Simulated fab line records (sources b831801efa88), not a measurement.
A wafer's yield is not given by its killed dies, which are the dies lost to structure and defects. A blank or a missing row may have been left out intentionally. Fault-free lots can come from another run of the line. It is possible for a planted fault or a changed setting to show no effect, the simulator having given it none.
fab line records	flow sky130
[record] lots = 11	wafers = 33	last-day = 50
route steps=708 shown METAL2@498 VIA2@522 CAPM@538 PAD_OPEN@708
lots with no fault: from the same line, run without faults
start-h: hours from the record's opening day to when the first of the lot's shown wafers began	wait-h: hours from the lot's prior step to this one	" same as the row above	L1.1+2: a row that stands for several wafers	- no value, or no start given	* or withheld: withheld	< > ~ a bound
route shown NAME@n: NAME is a module with steps in the file, n the number in the route of the first one	usual: average and standard deviation across the fault-free wafers	same: alike in all rows	chamber/n: place in a boat	sites: per-site readings	_std_site: the values' standard deviation	_edge_site: mean of outer sites minus mean of inner sites	radius-mm: for every site, how far away it sits from the centre of the wafer	mask NAME#n: copy n	behind: the most recent tool/chamber to have shaped the wafer	hold: the reason the lot was held/the length of the hold in hours/how it ended	device: which transistor (n, p or np) failed to switch	end of line: at the end of the route, the tests of the same wafers	a step given without rows: its recipe and nothing more	killed: dies lost to structure and defects at the first sort, not the wafer's yield	map: a wafer's dies, marking killed ones x, the rest . and places with no die _
set.NAME: the setting as run; set.NAME@STEP: as run at that earlier step	model.NAME: the simulator's own value behind a step, which no gauge read
one table for each step of the route and one row for each wafer, over a sample of lots
services: from which hour (start-h, from the record's first day; less than 0 if before it) a tool's chamber was out of use, for how many hours, and why
[[steps]]
[step SKY_METAL2_CD_MEAS_15]
[recipe] target-cd-nm = 140
[usual] cd-nm = 140.4/2.1
lot.wafer	tool	chamber	start-h	wait-h	cd-nm
L389.3	cd-sem-01	-	836.73	-	140.6
L389.5	"	-	"	"	140.5
L389.6	"	-	"	"	140.4
L391.2	cd-sem-01	-	845.73	-	143.3
L391.3	"	-	"	"	144.9
L391.4	"	-	"	"	146.6
L392.2	cd-sem-01	-	850.68	-	139.2
L392.4	"	-	"	"	138.3
L392.6	"	-	"	"	138.5
L397.1	cd-sem-02	-	891.16	-	136.7
L397.3	"	-	"	"	137.3
L397.6	"	-	"	"	137.9
L400.3	cd-sem-02	-	919.25	-	139.4
L400.5	"	-	"	"	135.9
L400.6	"	-	"	"	137.7
L401.1	cd-sem-02	-	928.06	-	138.1
L401.5	"	-	"	"	139.0
L401.6	"	-	"	"	138.6
L402.1	cd-sem-02	-	934.46	-	139.7
L402.3	"	-	"	"	139.7
L402.4	"	-	"	"	140.9
L403.2	cd-sem-01	-	941.93	-	143.1
L403.3	"	-	"	"	144.6
L403.4	"	-	"	"	143.1
L405.2	cd-sem-01	-	949.68	-	141.5
L405.3	"	-	"	"	142.9
L405.5	"	-	"	"	141.3
L407.3	cd-sem-01	-	966.35	-	139.3
L407.4	"	-	"	"	139.0
L407.6	"	-	"	"	140.0
L408.1	cd-sem-02	-	971.96	-	142.5
L408.5	"	-	"	"	140.8
L408.6	"	-	"	"	141.3
[step SKY_VIA2_ETCH_15]
[recipe] target = SiO2	chemistry = C4F8/O2/Ar	target-depth-nm = 546	stop-on = TiN	mask-material = KrF-thick	source-w = 1500	bias-w = 1200	pressure-mtorr = 40	c4f8-flow-sccm = withheld	O2_flow_sccm = 6	Ar_flow_sccm = 300	time-s = 84
[usual] oes-product-au = 0.940/0.0045	rf-fwd-power-W = 1490/4.8
lot.wafer	tool	chamber	start-h	wait-h	oes-product-au	rf-fwd-power-W
L389.3	rie-diel-04	0	864.44	0.0	0.942	1482
L389.5	"	0	"	"	0.939	1492
L389.6	"	3	"	"	0.945	1485
L391.2	rie-diel-04	2	873.52	0.0	0.942	1488
L391.3	"	0	"	"	0.937	1494
L391.4	"	1	"	"	0.942	1487
L392.2	rie-diel-01	0	877.64	0.0	0.937	1498
L392.4	"	2	"	"	0.936	1485
L392.6	"	1	"	"	0.936	1493
L397.1	rie-diel-01	0	917.99	0.0	0.937	1489
L397.3	"	1	"	"	0.936	1497
L397.6	"	0	"	"	0.947	1493
L400.3	rie-diel-04	3	946.22	0.0	0.938	1250
L400.5	"	1	"	"	0.932	1253
L400.6	"	0	"	"	0.945	1254
L401.1	rie-diel-04	0	954.66	0.0	0.933	1242
L401.5	"	3	"	"	0.935	1249
L401.6	"	2	"	"	0.940	1242
L402.1	rie-diel-01	1	960.41	0.0	0.946	1489
L402.3	"	0	"	"	0.948	1491
L402.4	"	0	"	"	0.938	1490
L403.2	rie-diel-02	1	967.62	0.0	0.940	1495
L403.3	"	2	"	"	0.942	1489
L403.4	"	3	"	"	0.938	1484
L405.2	rie-diel-02	3	975.76	0.0	0.938	1490
L405.3	"	2	"	"	0.946	1484
L405.5	"	2	"	"	0.936	1477
L407.3	rie-diel-01	3	991.82	0.0	0.949	1495
L407.4	"	1	"	"	0.940	1495
L407.6	"	0	"	"	0.939	1495
L408.1	rie-diel-02	0	997.09	0.0	0.944	1491
L408.5	"	0	"	"	0.939	1497
L408.6	"	3	"	"	0.943	1481
[step SKY_VIA2_STRIP_16]
[recipe] chemistry = O2/N2	power-w = 1400	pressure-mtorr = 1500	platen-temp-c = withheld	o2-flow-sccm = 3000	n2-flow-sccm = 300	overash-fraction = 0.5
[usual] drypump-motor-current-A = 6.17/0.3	oes-product-au = 0.398/0.0048	strip-time-to-endpoint-s = 4.050/0.028
lot.wafer	tool	chamber	start-h	wait-h	drypump-motor-current-A	oes-product-au	rf-hours-counter-h	strip-time-to-endpoint-s
L389.3	plasma-asher-01	0	864.54	0.1	5.86	0.396	-	4.054
L389.5	"	1	"	"	5.71	0.398	-	4.063
L389.6	"	0	"	"	5.87	0.391	-	3.998
L391.2	plasma-asher-04	0	873.58	0.0	6.46	0.405	42	4.039
L391.3	"	1	"	"	6.49	0.403	-	4.043
L391.4	"	0	"	"	6.47	0.392	-	4.083
L392.2	plasma-asher-04	1	877.70	0.0	6.40	0.399	42	4.001
L392.4	"	1	"	"	6.42	0.403	-	4.067
L392.6	"	0	"	"	6.43	0.397	-	4.061
L397.1	plasma-asher-03	0	918.05	0.0	6.05	0.403	111	4.024
L397.3	"	0	"	"	6.05	0.409	-	4.087
L397.6	"	1	"	"	6.30	0.397	-	3.998
L400.3	plasma-asher-01	1	946.32	0.1	5.76	0.409	-	4.113
L400.5	"	1	"	"	5.72	0.390	-	4.148
L400.6	"	0	"	"	5.87	0.407	-	4.095
L401.1	plasma-asher-01	1	954.72	0.0	5.71	0.396	22	4.154
L401.5	"	0	"	"	5.87	0.400	-	4.133
L401.6	"	1	"	"	5.73	0.401	-	4.130
L402.1	plasma-asher-04	0	960.47	0.0	6.45	0.395	50	4.064
L402.3	"	0	"	"	6.45	0.392	-	4.023
L402.4	"	1	"	"	6.43	0.411	-	4.048
L403.2	plasma-asher-01	0	967.69	0.0	5.87	0.402	23	4.039
L403.3	"	1	"	"	5.70	0.405	-	4.024
L403.4	"	0	"	"	5.88	0.395	-	4.089
L405.2	plasma-asher-04	1	975.82	0.0	6.45	0.402	52	4.076
L405.3	"	0	"	"	6.46	0.393	-	4.016
L405.5	"	0	"	"	6.46	0.400	-	4.038
L407.3	plasma-asher-04	1	991.92	0.1	6.40	0.399	-	4.024
L407.4	"	0	"	"	6.43	0.401	-	4.049
L407.6	"	0	"	"	6.41	0.388	-	4.020
L408.1	plasma-asher-04	1	997.16	0.0	6.42	0.399	54	4.077
L408.5	"	0	"	"	6.45	0.402	-	4.073
L408.6	"	1	"	"	6.39	0.397	-	4.076
[step SKY_VIA2_RS_MEAS_22]
[recipe] thk-meas-gauge = four-point-probe	reads = W_of_VIA2_CVD_21+TiN_of_VIA2_SPUTTER_20
[usual] VIA2_W_RS = 0.270/0.0051
lot.wafer	tool	chamber	start-h	wait-h	VIA2_W_RS[ohm/sq]
L389.3	film-metro-03	-	865.33	0.1	0.268
L389.5	"	-	"	"	0.278
L389.6	"	-	"	"	0.268
L391.2	film-metro-03	-	874.39	0.1	0.261
L391.3	"	-	"	"	0.261
L391.4	"	-	"	"	0.275
L392.2	film-metro-04	-	878.60	0.1	0.267
L392.4	"	-	"	"	0.270
L392.6	"	-	"	"	0.276
L397.1	film-metro-01	-	918.84	0.1	0.276
L397.3	"	-	"	"	0.274
L397.6	"	-	"	"	0.274
L400.3	film-metro-03	-	947.11	0.1	0.264
L400.5	"	-	"	"	0.263
L400.6	"	-	"	"	0.273
L401.1	film-metro-03	-	955.65	0.1	0.273
L401.5	"	-	"	"	0.271
L401.6	"	-	"	"	0.277
L402.1	film-metro-03	-	961.25	0.1	0.263
L402.3	"	-	"	"	0.269
L402.4	"	-	"	"	0.263
L403.2	film-metro-04	-	968.49	0.1	0.269
L403.3	"	-	"	"	0.274
L403.4	"	-	"	"	0.267
L405.2	film-metro-03	-	976.62	0.1	0.267
L405.3	"	-	"	"	0.274
L405.5	"	-	"	"	0.274
L407.3	film-metro-04	-	992.71	0.1	0.265
L407.4	"	-	"	"	0.273
L407.6	"	-	"	"	0.274
L408.1	film-metro-04	-	997.94	0.1	0.265
L408.5	"	-	"	"	0.276
L408.6	"	-	"	"	0.267
[step SKY_CAPM_THK_MEAS_01]
[recipe] reads = SiO2_of_CAPM_CVD_00
[usual] CAPM_CVD_00_THK = 15.47/0.24
lot.wafer	tool	chamber	start-h	wait-h	CAPM_CVD_00_THK[nm]
L389.3	film-metro-04	-	866.09	-	15.48
L389.5	"	-	"	"	15.71
L389.6	"	-	"	"	15.72
L391.2	film-metro-03	-	875.03	-	15.54
L391.3	"	-	"	"	15.23
L391.4	"	-	"	"	15.45
L392.2	film-metro-03	-	879.24	-	15.25
L392.4	"	-	"	"	15.39
L392.6	"	-	"	"	15.38
L397.1	film-metro-04	-	920.00	-	15.22
L397.3	"	-	"	"	15.31
L397.6	"	-	"	"	15.50
L400.3	film-metro-03	-	947.74	-	15.57
L400.5	"	-	"	"	15.69
L400.6	"	-	"	"	15.56
L401.1	film-metro-04	-	956.78	-	15.43
L401.5	"	-	"	"	15.95
L401.6	"	-	"	"	15.66
L402.1	film-metro-02	-	961.91	-	15.49
L402.3	"	-	"	"	15.43
L402.4	"	-	"	"	15.77
L403.2	film-metro-04	-	969.14	-	15.10
L403.3	"	-	"	"	15.18
L403.4	"	-	"	"	15.07
L405.2	film-metro-02	-	977.27	-	15.24
L405.3	"	-	"	"	15.24
L405.5	"	-	"	"	15.33
L407.3	film-metro-03	-	993.35	-	15.57
L407.4	"	-	"	"	15.49
L407.6	"	-	"	"	15.49
L408.1	film-metro-02	-	998.59	-	15.37
L408.5	"	-	"	"	15.82
L408.6	"	-	"	"	15.76
[step SKY_PAD_OPEN_PROBE_99]
[usual] defect-limited-yield = 82.5/1.9	killed_at_M0_to_M3 = 43/7.6	killed_at_M4_up = 2.9/1.7	killed-at-contacts = 24/5.5	killed-at-front-end = 15/4.2	killed-at-other = 0.3/0.52	killed-dies = 86/9.4	killed-on-rim = 17/4	killed-open = 47/7	killed-short = 39/6.4	sort_bin_3_pad_short = 0.9/0.4	sort_bin_5_function = 10.3/1.6	sort_bin_6_memory = 6.2/1.1	sort-n-pass = 406/9.4	sort-yield-pct = 82.5/1.9
[same] gross-dies = 492	killed-at-back-side = 0	sort_bin_4_leakage[%] = 0	sort_bin_8_speed[%] = 0
lot.wafer	tool	chamber	start-h	wait-h	defect-limited-yield[%]	killed_at_M0_to_M3	killed_at_M4_up	killed-at-contacts	killed-at-front-end	killed-at-other	killed-dies	killed-on-rim	killed-open	killed-short	sort_bin_3_pad_short[%]	sort_bin_5_function[%]	sort_bin_6_memory[%]	sort-n-pass	sort-yield-pct[%]
L391.2	prober-02	-	1098.00	0.1	84.1	37	2	24	15	0	78	18	44	34	1.0	8.5	6.3	414	84.1
L391.3	prober-02	-	1098.05	0.2	82.3	55	5	13	14	0	87	15	44	42	1.6	10.8	5.3	405	82.3
L391.4	prober-02	-	1098.10	0.2	80.3	37	1	43	16	0	97	14	57	40	0.8	12.0	6.9	395	80.3
L392.2	prober-02	-	1100.92	0.1	79.9	41	2	34	20	2	99	18	57	42	1.4	11.6	7.1	393	79.9
L392.4	prober-02	-	1101.02	0.2	83.5	39	4	24	14	0	81	17	47	34	0.8	11.0	4.7	411	83.5
L392.6	prober-02	-	1101.12	0.2	81.9	52	3	26	8	0	89	11	49	40	1.2	11.4	5.5	403	81.9
L397.1	prober-01	-	1130.64	0.1	77.6	52	7	28	22	1	110	24	63	47	1.2	12.0	9.1	382	77.6
L397.3	prober-01	-	1130.74	0.2	82.7	34	4	31	16	0	85	16	50	35	1.4	10.8	5.1	407	82.7
L397.6	prober-01	-	1130.89	0.2	83.1	38	1	32	12	0	83	17	42	41	1.0	10.2	5.7	409	83.1
L400.3	prober-02	-	1152.03	0.2	80.1	46	4	25	23	0	98	18	53	45	1.4	11.6	6.9	394	80.1
L400.5	prober-02	-	1152.13	0.2	86.2	39	0	22	7	0	68	15	27	40	0.6	8.5	4.7	424	86.2
L400.6	prober-02	-	1152.18	0.2	82.5	37	2	30	17	0	86	15	54	32	0.6	10.2	6.7	406	82.5
L401.1	prober-01	-	1158.83	0.1	86.2	35	4	16	13	0	68	12	37	31	0.8	8.3	4.7	424	86.2
L401.5	prober-01	-	1159.03	0.2	83.5	47	5	18	10	1	81	11	47	33	0.6	9.8	6.1	411	83.5
L401.6	prober-01	-	1159.08	0.2	84.3	45	5	20	7	0	77	12	40	36	0.6	8.7	6.3	415	84.3
L402.1	prober-02	-	1163.65	0.1	82.9	51	5	18	10	0	84	21	46	38	0.8	11.0	5.3	408	82.9
L402.3	prober-02	-	1163.75	0.2	79.3	61	6	25	10	0	102	28	52	50	0.6	14.6	5.5	390	79.3
L402.4	prober-02	-	1163.80	0.2	81.7	53	4	21	11	1	90	15	47	43	1.4	11.8	5.1	402	81.7
L405.2	prober-01	-	1176.93	0.1	86.6	35	2	21	8	0	66	11	45	21	0.4	7.1	5.9	426	86.6
L405.3	prober-01	-	1176.98	0.2	83.7	41	1	26	12	0	80	16	46	34	0.6	11.4	4.3	412	83.7
L405.5	prober-01	-	1177.08	0.2	83.5	43	2	17	19	0	81	13	48	33	0.6	9.1	6.7	411	83.5
// killed by level:class
L391.2 CONTACT:geometric-particle:open=10 VIA1:geometric-particle:open=9 LI_CONTACT:geometric-particle:open=6 POLY_GATE:geometric-particle:open=5 LOCAL_INTERCONNECT:geometric-particle:short=5 METAL1:geometric-particle:short=5 METAL2:geometric-particle:short=5 FIELD_ISO:geometric-particle:open=3
L391.3 VIA1:geometric-particle:open=15 VIA3:geometric-particle:open=9 VIA1:geometric-particle:short=7 POLY_GATE:geometric-particle:short=5 CONTACT:geometric-particle:open=5 METAL2:geometric-particle:short=5 VIA2:geometric-particle:open=5 FIELD_ISO:geometric-particle:open=4
L391.4 CONTACT:geometric-particle:open=18 LOCAL_INTERCONNECT:geometric-particle:short=12 VIA1:geometric-particle:open=10 POLY_GATE:geometric-particle:open=6 LI_CONTACT:geometric-particle:open=6 VIA3:geometric-particle:open=5 VIA2:geometric-particle:open=5 METAL3:geometric-particle:short=4
L392.2 LI_CONTACT:geometric-particle:open=12 VIA3:geometric-particle:open=10 CONTACT:geometric-particle:short=9 FIELD_ISO:geometric-particle:short=7 CONTACT:geometric-particle:open=6 VIA1:geometric-particle:short=6 VIA1:geometric-particle:open=6 VIA2:geometric-particle:open=6
L392.4 CONTACT:geometric-particle:open=11 VIA1:geometric-particle:open=8 LI_CONTACT:geometric-particle:open=6 VIA3:geometric-particle:open=6 VIA2:geometric-particle:open=5 FIELD_ISO:geometric-particle:open=4 VIA1:geometric-particle:short=4 VIA2:geometric-particle:short=4
L392.6 CONTACT:geometric-particle:open=12 METAL1:geometric-particle:short=9 VIA1:geometric-particle:open=9 VIA3:geometric-particle:open=7 LOCAL_INTERCONNECT:geometric-particle:short=5 VIA2:geometric-particle:open=5 VIA1:geometric-particle:short=4 VIA3:geometric-particle:short=4
L397.1 VIA1:geometric-particle:open=14 VIA3:geometric-particle:open=10 LI_CONTACT:geometric-particle:open=8 FIELD_ISO:geometric-particle:short=7 CONTACT:geometric-particle:open=7 CONTACT:geometric-particle:short=6 METAL1:geometric-particle:short=6 POLY_GATE:geometric-particle:short=4
L397.3 LI_CONTACT:geometric-particle:open=11 CONTACT:geometric-particle:open=11 VIA3:geometric-particle:open=9 METAL2:geometric-particle:short=7 VIA1:geometric-particle:open=7 FIELD_ISO:geometric-particle:open=5 CONTACT:geometric-particle:short=5 METAL1:geometric-particle:short=5
L397.6 CONTACT:geometric-particle:open=11 VIA3:geometric-particle:open=9 VIA1:geometric-particle:open=8 METAL1:geometric-particle:short=7 CONTACT:geometric-particle:short=7 LOCAL_INTERCONNECT:geometric-particle:short=6 POLY_GATE:geometric-particle:short=4 LI_CONTACT:geometric-particle:open=4
L400.3 VIA1:geometric-particle:open=12 CONTACT:geometric-particle:open=9 VIA2:geometric-particle:open=8 FIELD_ISO:geometric-particle:short=7 POLY_GATE:geometric-particle:short=7 LOCAL_INTERCONNECT:geometric-particle:short=7 FIELD_ISO:geometric-particle:open=6 LI_CONTACT:geometric-particle:open=6
L400.5 VIA3:geometric-particle:short=8 VIA1:geometric-particle:open=8 LI_CONTACT:geometric-particle:open=6 CONTACT:geometric-particle:short=5 CONTACT:geometric-particle:open=5 LOCAL_INTERCONNECT:geometric-particle:short=4 METAL2:geometric-particle:short=4 VIA2:geometric-particle:open=4
L400.6 CONTACT:geometric-particle:open=13 LI_CONTACT:geometric-particle:open=8 FIELD_ISO:geometric-particle:open=7 VIA1:geometric-particle:open=7 VIA3:geometric-particle:open=7 VIA2:geometric-particle:open=6 CONTACT:geometric-particle:short=6 METAL2:geometric-particle:short=5
L401.1 VIA1:geometric-particle:open=11 CONTACT:geometric-particle:open=6 VIA1:geometric-particle:short=5 VIA2:geometric-particle:open=5 FIELD_ISO:geometric-particle:short=4 LI_CONTACT:geometric-particle:open=4 LOCAL_INTERCONNECT:geometric-particle:short=4 FIELD_ISO:geometric-particle:open=3
L401.5 CONTACT:geometric-particle:open=11 VIA1:geometric-particle:open=11 VIA2:geometric-particle:open=10 METAL1:geometric-particle:short=7 METAL4:geometric-particle:short=5 FIELD_ISO:geometric-particle:open=4 VIA1:geometric-particle:short=4 METAL2:geometric-particle:short=4
L401.6 VIA1:geometric-particle:open=11 VIA2:geometric-particle:open=7 VIA1:geometric-particle:short=7 CONTACT:geometric-particle:open=6 METAL3:geometric-particle:short=6 LOCAL_INTERCONNECT:geometric-particle:short=4 CONTACT:geometric-particle:short=4 METAL2:geometric-particle:short=4
L402.1 VIA1:geometric-particle:open=10 CONTACT:geometric-particle:open=8 VIA2:geometric-particle:open=7 METAL2:geometric-particle:short=6 VIA3:geometric-particle:open=6 VIA2:geometric-particle:short=5 METAL1:geometric-particle:short=5 VIA1:geometric-particle:short=5
L402.3 VIA1:geometric-particle:short=9 VIA2:geometric-particle:open=9 LI_CONTACT:geometric-particle:open=8 CONTACT:geometric-particle:open=8 VIA1:geometric-particle:open=8 CONTACT:geometric-particle:short=7 METAL1:geometric-particle:short=7 VIA3:geometric-particle:open=7
L402.4 VIA2:geometric-particle:open=11 VIA3:geometric-particle:open=7 VIA1:geometric-particle:open=7 METAL2:geometric-particle:short=6 LI_CONTACT:geometric-particle:open=6 CONTACT:geometric-particle:open=6 VIA2:geometric-particle:short=5 VIA3:geometric-particle:short=5
L405.2 VIA1:geometric-particle:open=9 CONTACT:geometric-particle:open=8 LI_CONTACT:geometric-particle:open=7 VIA2:geometric-particle:open=7 VIA1:geometric-particle:short=5 LOCAL_INTERCONNECT:geometric-particle:short=4 VIA3:geometric-particle:open=4 FIELD_ISO:geometric-particle:short=2
L405.3 VIA1:geometric-particle:open=9 CONTACT:geometric-particle:open=8 LOCAL_INTERCONNECT:geometric-particle:short=6 POLY_GATE:geometric-particle:open=5 LI_CONTACT:geometric-particle:open=5 CONTACT:geometric-particle:short=5 VIA2:geometric-particle:open=5 VIA1:geometric-particle:short=5
L405.5 VIA1:geometric-particle:open=11 FIELD_ISO:geometric-particle:short=8 VIA3:geometric-particle:open=8 CONTACT:geometric-particle:open=7 VIA1:geometric-particle:short=7 VIA2:geometric-particle:open=6 LI_CONTACT:geometric-particle:open=4 METAL1:geometric-particle:short=4
[[services]]
tool	chamber	start-h	hours	kind
rie-diel-02	3	851.93	4.7	repair
rie-diel-04	-	856.83	0.5	repair
plasma-asher-01	-	867.70	3.3	repair
rie-diel-02	0	870.23	9.8	repair
plasma-asher-03	-	931.66	2.8	pm
rie-diel-01	-	940.42	0.6	repair
rie-diel-01	0	949.26	4.1	repair
rie-diel-01	3	959.14	-	clean
rie-diel-01	3	959.14	15.3	scheduled-down
rie-diel-01	3	959.14	15.3	vent-cycle
rie-diel-02	1	986.97	2.5	repair
rie-diel-01	2	990.85	-	clean
rie-diel-01	2	990.85	17.7	scheduled-down
rie-diel-01	2	990.85	17.7	vent-cycle
[[key]]
[first-sign] step = SKY_VIA2_ETCH_15	reading = rf-fwd-power-W	direction = down	sigmas = 50	usual = 1490	struck = 1248
[effect] step = SKY_VIA2_STRIP_16	reading = strip-time-to-endpoint-s	direction = up	sigmas = 2.9	usual = *	struck = *
met-at SKY_VIA2_ETCH_15
struck-lots L400,L401
not-acting-at SKY_METAL2_CD_MEAS_15,SKY_VIA2_RS_MEAS_22,SKY_CAPM_THK_MEAS_01
onset-between 873.52 946.22
[fault] kind = process-parameter-drift	tool = rie-diel-04	chamber = -	onset-h = 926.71	steps = SKY_VIA2_ETCH_15	channel = source-w	offset = -240	shape = step	end-h = 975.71	acts-in = these-recipes-only	stated = 1500
